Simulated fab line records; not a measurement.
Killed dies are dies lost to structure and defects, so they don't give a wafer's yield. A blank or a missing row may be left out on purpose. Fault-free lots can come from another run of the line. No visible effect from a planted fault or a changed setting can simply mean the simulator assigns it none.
Split-lot trial -- flow sfq-line -- on a route of 325 steps: 5 lots, 23 wafers read

THE SPLIT
At SFQ_TRILAYER_M0_DEP_SPUTTER_019 (material Nb, target thk 200 nm, time 133.3 s), the setting time-s was moved away from the recipe's 133.3 s on 7 of the 23 wafers read, by -13.6% to +9.0%. This setting was run at the recipe's value on the other wafers.

FROM THE SPLIT TO THE READING: what the file shows between them, 2 steps
- SFQ_M0_RS_MEAS_904: measures by four-point-probe
- SFQ_TRILAYER_M0_LITHO_COAT_026: resist thk 62 nm (also split here: resist-thk-nm)

THE READING
oes-product-au, in a.u., at SFQ_TRILAYER_M0_ETCH_METAL_ETCH_024 (etches Nb in Cl2/Ar, stops on SiO2, target depth 240 nm, time 120 s). Fault-free wafers of this fab line usually give 0.893 a.u., standard deviation 0.0067 a.u.

wafer,"tool, chamber at the split","time-s as run, s",against the recipe,"oes-product-au, a.u.",against lot-mates on the recipe
L075.1,"pvd-sputter-05, -",133.3,recipe,0.887,-
L075.2,"pvd-sputter-05, -",142.6,+7.0%,0.931,+0.038
L075.3,"pvd-sputter-05, -",133.3,recipe,0.898,-
L075.4,"pvd-sputter-05, -",142.6,+7.0%,0.924,+0.031
L075.6,"pvd-sputter-05, -",133.3,recipe,0.895,-
L078.2,"pvd-sputter-03, -",145.3,+9.0%,0.936,+0.044
L078.3,"pvd-sputter-03, -",133.3,recipe,0.891,-
L078.4,"pvd-sputter-03, -",133.3,recipe,0.893,-
L078.5,"pvd-sputter-03, -",145.3,+9.0%,0.939,+0.047
L078.6,"pvd-sputter-03, -",145.3,+9.0%,0.941,+0.049
L080.1,"pvd-sputter-03, -",133.3,recipe,0.892,-
L080.3,"pvd-sputter-03, -",133.3,recipe,0.882,-
L080.4,"pvd-sputter-03, -",133.3,recipe,0.879,-
L083.1,"pvd-sputter-03, -",115.2,-13.6%,0.822,-0.066
L083.2,"pvd-sputter-03, -",133.3,recipe,0.888,-
L083.3,"pvd-sputter-03, -",133.3,recipe,0.889,-
L083.4,"pvd-sputter-03, -",133.3,recipe,0.887,-
L083.5,"pvd-sputter-03, -",115.2,-13.6%,0.812,-0.076
L084.1,"pvd-sputter-05, -",133.3,recipe,0.881,-
L084.2,"pvd-sputter-05, -",133.3,recipe,0.888,-
L084.3,"pvd-sputter-05, -",133.3,recipe,0.895,-
L084.5,"pvd-sputter-05, -",133.3,recipe,0.889,-
L084.6,"pvd-sputter-05, -",133.3,recipe,0.894,-

THE FIT
A straight line over all 23 wafers: oes-product-au changes by +0.0054 a.u. for each +1% of time-s; r = +0.99; the points scatter about the line by 0.005 a.u.
The same after taking each lot's own level away (the mean of its wafers on the recipe; 23 wafers): +0.00517 a.u. for each +1%; r = +0.99; scatter 0.0043 a.u.
On that fit, the largest move of time-s shifts the reading by 0.07 a.u.
From 0.8843 to 0.8933 a.u.: that is the span of the lots' own levels, equal to 1.3 times the standard deviation above.
The two slopes agree, so the slope changes little with the lot-to-lot level.
Check: -0.0726 a.u. against its lot-mates is what the line predicts for one of the wafers moved furthest among these (-13.6%) when that wafer is left out of the fit. Against them it came out at -0.066 a.u.

ADDITIONAL SPLITS CARRIED BY THESE WAFERS
Before the reading, these wafers also passed through other splits. Each is held against what the fit with the lots' levels taken away leaves over:
other split on the same wafers,wafers away from the commonest value,r with oes-product-au (lot level and that fit taken away)
SFQ_TRILAYER_INCOMING_OXIDATION_002 ox-time-s,18,+0.06
SFQ_TRILAYER_L0_LITHO_COAT_005 spin-rpm,7,+0.22
SFQ_TRILAYER_L0_VIA_BARC_OPEN_VIA_ETCH_021 time-s,4,+0.06
SFQ_TRILAYER_M0_LITHO_COAT_026 resist-thk-nm,10,-0.07

THE WHOLE CHAIN: every reading that the file lists as answering this split, in the file's order
step,what it does,reading,change (the file's fit),r (the file's)
SFQ_TRILAYER_M0_DEP_SPUTTER_019,"material Nb, target thk 200 nm, time 133.3 s","Nb_of_TRILAYER_M0_DEP_SPUTTER_019.thk-nm (the simulator's own value, which no gauge read)",+2.05 nm for each +1% of the setting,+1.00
SFQ_M0_RS_MEAS_904,measures by four-point-probe,M0_NB_RS,-0.00998 for each +1% of the setting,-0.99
SFQ_TRILAYER_M0_ETCH_METAL_ETCH_024,"etches Nb in Cl2/Ar, stops on SiO2, target depth 240 nm, time 120 s",oes-product-au,+0.00517 a.u. for each +1% of the setting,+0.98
SFQ_TRILAYER_I0_VIA_ETCH_VIA_ETCH_034,"etches SiO2 in CHF3, stops on Nb, target depth 260 nm","Nb_of_TRILAYER_M0_DEP_SPUTTER_019.thk-nm (the simulator's own value, which no gauge read)",+2.06 nm for each +1% of the setting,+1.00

FILE'S OWN FIT
oes-product-au changes by +0.00517 a.u. for each +1% of time-s, r = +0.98.
